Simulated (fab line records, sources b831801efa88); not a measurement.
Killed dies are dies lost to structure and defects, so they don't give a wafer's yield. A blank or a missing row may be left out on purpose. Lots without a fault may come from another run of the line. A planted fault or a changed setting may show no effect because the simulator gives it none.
fab line records | flow sky130
record lots=6 wafers=18 last_day=50
route steps=708 shown VT_ADJUST_HVTR@139 VT_ADJUST_PCH@143 PAD_OPEN@708
lots that met no fault: from a run of the same line without faults
start_h: hours from the record's first day to the start of the lot's first wafer shown | wait_h: hours since the lot's step before | " the same as in the row above | L1.1+2: a row that stands for several wafers | - no value, or no start given | * or withheld: withheld | < > ~ a bound
route shown NAME@n: a module of which the file shows steps, and the number in the route of the first | usual: mean/standard deviation of fault-free wafers | same: alike in all rows | chamber/n: place in a boat | sites: the reading at each site | _std_site: their standard deviation | _edge_site: outer sites' mean less inner sites' | radius_mm: how far each site lies from the wafer's centre | mask NAME#n: copy n | behind: the tool/chamber that last shaped the wafer | hold: why the lot was held/for how many hours/how that ended | device: the transistor (n, p or np) that didn't switch | end of line: the same wafers' tests at the end of the route | a step without rows: its recipe alone | killed: dies lost to structure and defects at the first sort, not the wafer's yield | map: a wafer's dies, x killed, . not, _ none there
set.NAME: the setting as run; set.NAME@STEP: as run at that earlier step | model.NAME: the simulator's own value behind a step, which no gauge read
lots at some steps of the route; a table a step, a row a wafer
services: from which hour (start_h, from the record's first day; less than 0 if before it) a tool's chamber was out of use, for how many hours, and why
## steps
# step SKY_VT_ADJUST_HVTR_OVL_MEAS_08
# usual VT_ADJUST_HVTR_OVL=0.3/1.5
# columns lot.wafer tool chamber start_h wait_h VT_ADJUST_HVTR_OVL[nm]
L259.1 overlay-02 - 249.97 0.1 -1.4
L259.2 " - " " 0.2
L259.5 " - " " 1.1
L266.1 overlay-02 - 302.27 0.1 0.4
L266.2 " - " " 1.0
L266.3 " - " " 2.7
L270.1 overlay-01 - 332.77 0.1 -2.6
L270.5 " - " " -0.5
L270.6 " - " " -1.7
L274.3 overlay-01 - 368.45 0.1 1.9
L274.4 " - " " 3.1
L274.6 " - " " 1.6
L275.1 overlay-01 - 370.59 0.1 -1.2
L275.4 " - " " -1.9
L275.6 " - " " -1.9
L276.2 overlay-01 - 380.20 0.1 -1.2
L276.3 " - " " -0.7
L276.6 " - " " -0.7
# step SKY_VT_ADJUST_HVTR_IMPLANT_09
# recipe species=B energy_kev=10 dose_cm2=2.1e+12 tilt_deg=withheld
# step SKY_VT_ADJUST_HVTR_STRIP_10
# recipe chemistry=O2/N2 power_w=1400 pressure_mtorr=1500 platen_temp_c=withheld o2_flow_sccm=3000 n2_flow_sccm=300 overash_fraction=0.5
# usual drypump_motor_current_A=6.1/0.49 oes_product_au=0.716/0.0045 strip_time_to_endpoint_s=14.19/0.04
# same overash_fraction=0.5
# columns lot.wafer tool chamber start_h wait_h drypump_motor_current_A oes_product_au rf_hours_counter_h strip_time_to_endpoint_s
L259.1 plasma_asher-01 1 250.15 0.1 5.7 0.711 54 14.17
L259.2 " 0 " " 6.5 0.717 54 14.18
L259.5 " 1 " " 5.7 0.718 - 14.21
L266.1 plasma_asher-04 1 302.45 0.1 6.0 0.720 49 14.19
L266.2 " 0 " " 6.5 0.715 49 14.21
L266.3 " 0 " " 6.5 0.713 - 14.24
L270.1 plasma_asher-02 1 332.95 0.1 6.6 0.718 22 14.11
L270.5 " 1 " " 6.6 0.713 - 14.12
L270.6 " 0 " " 5.1 0.717 - 14.15
L274.3 plasma_asher-02 0 368.66 0.1 5.1 0.708 - 14.20
L274.4 " 1 " " 6.6 0.706 - 14.18
L274.6 " 0 " " 5.1 0.715 - 14.16
L275.1 plasma_asher-04 1 370.78 0.1 6.0 0.720 56 14.24
L275.4 " 0 " " 6.5 0.715 - 14.20
L275.6 " 1 " " 6.0 0.716 - 14.21
L276.2 plasma_asher-01 0 380.38 0.1 6.5 0.713 64 14.19
L276.3 " 0 " " 6.5 0.709 - 14.23
L276.6 " 1 " " 5.7 0.713 - 14.21
# step SKY_VT_ADJUST_HVTR_TW_MEAS_11
# usual VT_ADJUST_HVTR_TW=211.9/1.2
# columns lot.wafer tool chamber start_h wait_h VT_ADJUST_HVTR_TW
L259.1 film_metro-03 - 250.25 0.1 211.6
L259.2 " - " " 211.6
L259.5 " - " " 211.2
L266.1 film_metro-04 - 302.55 0.1 213.9
L266.2 " - " " 212.2
L266.3 " - " " 213.3
L270.1 film_metro-04 - 333.05 0.1 212.6
L270.5 " - " " 211.9
L270.6 " - " " 212.3
L274.3 film_metro-03 - 368.75 0.1 210.5
L274.4 " - " " 211.4
L274.6 " - " " 212.1
L275.1 film_metro-03 - 370.88 0.1 211.7
L275.4 " - " " 212.3
L275.6 " - " " 209.4
L276.2 film_metro-01 - 380.49 0.1 211.9
L276.3 " - " " 211.5
L276.6 " - " " 211.8
# step SKY_VT_ADJUST_PCH_DEHYDRATE_00
# recipe temp_c=200 time_s=60
# step SKY_VT_ADJUST_PCH_HMDS_01
# recipe prime_time_s=60 prime_temp_c=120
# step SKY_VT_ADJUST_PCH_COAT_02
# recipe spin_rpm=2000 resist_thk_nm=3000
# step SKY_VT_ADJUST_PCH_SOFTBAKE_03
# recipe temp_c=110 time_s=withheld
# step SKY_VT_ADJUST_PCH_EXPOSE_04
# recipe mask_id=NWM na=0.6 source_shape=conventional sigma_outer=0.6 polarization=unpolarized target_cd_nm=840 dose_mj=255
# step SKY_VT_ADJUST_PCH_PEB_05
# recipe temp_c=115 time_s=withheld
# step SKY_VT_ADJUST_PCH_DEVELOP_06
# recipe wall_angle_deg=90 developer=TMAH develop_time_s=60 dev_temp_c=23
# step SKY_VT_ADJUST_PCH_OVL_MEAS_07
# usual VT_ADJUST_PCH_OVL=0.1/1.3
# columns lot.wafer tool chamber start_h wait_h VT_ADJUST_PCH_OVL[nm]
L259.1 overlay-01 - 274.35 - -0.4
L259.2 " - " " -1.6
L259.5 " - " " -0.4
L266.1 overlay-02 - 328.77 - 0.2
L266.2 " - " " -1.6
L266.3 " - " " 0.7
L270.1 overlay-02 - 360.60 - 1.1
L270.5 " - " " 0.5
L270.6 " - " " -0.4
L274.3 overlay-01 - 398.16 - -2.0
L274.4 " - " " -0.8
L274.6 " - " " -2.4
L275.1 overlay-02 - 400.05 - 0.4
L275.4 " - " " -1.6
L275.6 " - " " -2.6
L276.2 overlay-01 - 410.35 - -1.7
L276.3 " - " " -0.2
L276.6 " - " " -1.6
# step SKY_VT_ADJUST_PCH_IMPLANT_08
# recipe species=B energy_kev=10 dose_cm2=5e+11 tilt_deg=withheld
# usual beam_on_s=9.99/0.19 dose_ions_cm2=5e+11/4.6e+08 faraday_current_uA=2.82/0.054
# columns lot.wafer tool chamber start_h wait_h beam_on_s dose_ions_cm2 faraday_current_uA
L259.1 implanter-03 0 274.38 0.0 9.96 5.004e+11 2.83
L259.2 " 0 " " 9.78 4.999e+11 2.89
L259.5 " 0 " " 10.00 4.998e+11 2.81
L266.1 implanter-04 0 328.81 0.0 10.15 4.99e+11 2.80
L266.2 " 0 " " 10.28 5.001e+11 2.73
L266.3 " 0 " " 10.23 5.001e+11 2.76
L270.1 implanter-03 0 360.64 0.0 9.70 4.992e+11 2.90
L270.5 " 0 " " 9.82 4.99e+11 2.86
L270.6 " 0 " " 10.03 4.997e+11 2.81
L274.3 implanter-03 0 398.24 0.1 9.60 4.997e+11 2.95
L274.4 " 0 " " 9.93 4.993e+11 2.84
L274.6 " 0 " " 9.74 4.996e+11 2.90
L275.1 implanter-04 0 400.08 0.0 9.82 5.238e+11 3.02
L275.4 " 0 " " 10.05 5.236e+11 2.92
L275.6 " 0 " " 9.54 5.231e+11 3.08
L276.2 implanter-04 0 410.41 0.0 10.01 5.234e+11 2.94
L276.3 " 0 " " 9.76 5.233e+11 3.01
L276.6 " 0 " " 10.26 5.23e+11 2.88
# step SKY_VT_ADJUST_PCH_STRIP_09
# recipe chemistry=O2/N2 power_w=1400 pressure_mtorr=1500 platen_temp_c=withheld o2_flow_sccm=3000 n2_flow_sccm=300 overash_fraction=0.5
# usual drypump_motor_current_A=5.9/0.55 oes_product_au=0.722/0.0048 strip_time_to_endpoint_s=36.98/0.12
# same overash_fraction=0.5
# columns lot.wafer tool chamber start_h wait_h drypump_motor_current_A oes_product_au rf_hours_counter_h strip_time_to_endpoint_s
L259.1 plasma_asher-02 1 274.53 0.1 6.6 0.722 16 36.84
L259.2 " 0 " " 5.1 0.724 16 36.79
L259.5 " 1 " " 6.6 0.718 - 36.91
L266.1 plasma_asher-01 1 328.96 0.1 5.7 0.725 59 36.91
L266.2 " 0 " " 6.5 0.726 59 36.95
L266.3 " 1 " " 5.7 0.714 - 36.82
L270.1 plasma_asher-02 1 360.79 0.1 6.6 0.716 25 36.93
L270.5 " 0 " " 5.1 0.714 - 37.00
L270.6 " 1 " " 6.6 0.721 - 36.93
L274.3 plasma_asher-03 1 398.37 0.1 5.7 0.721 - 37.18
L274.4 " 0 " " 6.1 0.722 - 37.19
L274.6 " 1 " " 5.7 0.725 - 37.10
L275.1 plasma_asher-03 1 400.23 0.1 5.7 0.722 72 37.02
L275.4 " 1 " " 5.7 0.718 - 37.00
L275.6 " 0 " " 6.0 0.725 - 37.06
L276.2 plasma_asher-02 0 410.53 0.1 5.1 0.726 30 36.84
L276.3 " 1 " " 6.6 0.715 - 37.02
L276.6 " 0 " " 5.1 0.720 - 36.96
# step SKY_PAD_OPEN_PROBE_99
# usual killed_at_M0_to_M3=43/7.3 killed_at_M4_up=3.2/1.9 killed_at_contacts=25/5.4 killed_at_front_end=16/4.4 killed_at_other=0.4/0.66 killed_dies=87/11 killed_open=48/7.9 killed_short=39/6.5
# same gross_dies=492 killed_at_back_side=0
# columns lot.wafer tool chamber start_h wait_h killed_at_M0_to_M3 killed_at_M4_up killed_at_contacts killed_at_front_end killed_at_other killed_dies killed_open killed_short
L266.1 prober-01 - 1166.62 0.1 49 2 27 20 3 101 54 44
L266.2 prober-01 - 1166.67 0.1 46 2 32 16 0 96 57 39
L266.3 prober-01 - 1166.72 0.2 31 9 27 13 3 83 40 40
L275.1 prober-02 - 1206.45 0.1 37 5 35 26 0 103 51 52
L275.4 prober-02 - 1206.60 0.2 49 2 26 10 0 87 49 38
L275.6 prober-02 - 1206.70 0.2 29 1 29 19 0 78 48 30
# killed by level:class
L266.1 LI_CONTACT:geometric_particle:open=11 VIA2:geometric_particle:open=11 VIA1:geometric_particle:open=7 VIA1:geometric_particle:short=7 METAL1:geometric_particle:short=6 VIA3:geometric_particle:open=6 POLY_GATE:geometric_particle:open=5 CONTACT:geometric_particle:open=5
L266.2 VIA1:geometric_particle:open=15 CONTACT:geometric_particle:open=11 LI_CONTACT:geometric_particle:open=10 METAL2:geometric_particle:short=8 VIA3:geometric_particle:open=6 VIA1:geometric_particle:short=5 POLY_GATE:geometric_particle:open=4 CONTACT:geometric_particle:short=4
L266.3 CONTACT:geometric_particle:open=12 VIA1:geometric_particle:open=8 METAL4:geometric_particle:short=7 LOCAL_INTERCONNECT:geometric_particle:short=6 METAL2:geometric_particle:short=5 METAL1:geometric_particle:short=4 POLY_GATE:geometric_particle:open=3 VIA2:geometric_particle:open=3
L275.1 CONTACT:geometric_particle:open=14 FIELD_ISO:geometric_particle:open=9 VIA1:geometric_particle:short=8 POLY_GATE:geometric_particle:open=7 LOCAL_INTERCONNECT:geometric_particle:short=6 CONTACT:geometric_particle:short=6 VIA1:geometric_particle:open=6 POLY_GATE:geometric_particle:short=5
L275.4 VIA1:geometric_particle:open=10 CONTACT:geometric_particle:open=9 VIA2:geometric_particle:open=7 VIA1:geometric_particle:short=6 VIA3:geometric_particle:open=6 LI_CONTACT:geometric_particle:short=5 CONTACT:geometric_particle:short=5 VIA3:geometric_particle:short=5
L275.6 CONTACT:geometric_particle:open=14 LI_CONTACT:geometric_particle:open=8 FIELD_ISO:geometric_particle:open=6 VIA3:geometric_particle:open=5 VIA1:geometric_particle:open=4 METAL2:geometric_particle:short=4 FIELD_ISO:geometric_particle:short=3 POLY_GATE:geometric_particle:short=3
## services
# columns tool chamber start_h hours kind
implanter-03 - 229.54 1.2 repair
implanter-03 - 245.28 1.8 repair
plasma_asher-04 - 253.11 1.2 repair
plasma_asher-01 - 267.08 24.0 pm
implanter-04 - 268.33 2.3 repair
plasma_asher-01 - 307.36 0.4 repair
implanter-03 - 371.45 2.0 repair
implanter-03 - 389.36 3.0 repair
plasma_asher-02 - 400.48 0.5 repair
## key
first_sign step=SKY_VT_ADJUST_PCH_IMPLANT_08 reading=dose_ions_cm2 direction=up sigmas=50 usual=* struck=*
effect step=SKY_VT_ADJUST_PCH_IMPLANT_08 reading=faraday_current_uA direction=up sigmas=2.8 usual=2.82 struck=2.98
met_at SKY_VT_ADJUST_PCH_IMPLANT_08
struck_wafers L275.1,L275.4,L275.6,L276.2,L276.3,L276.6
tester_left_out L275,L276
onset_between 328.81 400.08
fault kind=process_parameter_drift tool=implanter-04 chamber=- onset_h=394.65 steps=SKY_VT_ADJUST_PCH_IMPLANT_08 channel=dose_cm2 offset=* shape=step end_h=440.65 acts_in=* stated=*
# tester_left_out: of these lots the tester's yield and bins aren't shown, on N5 and GAA mostly nor the transistor test; their killed dies are dies lost to structure and defects alone, not to doping, threshold or leakage, so they don't give the yield
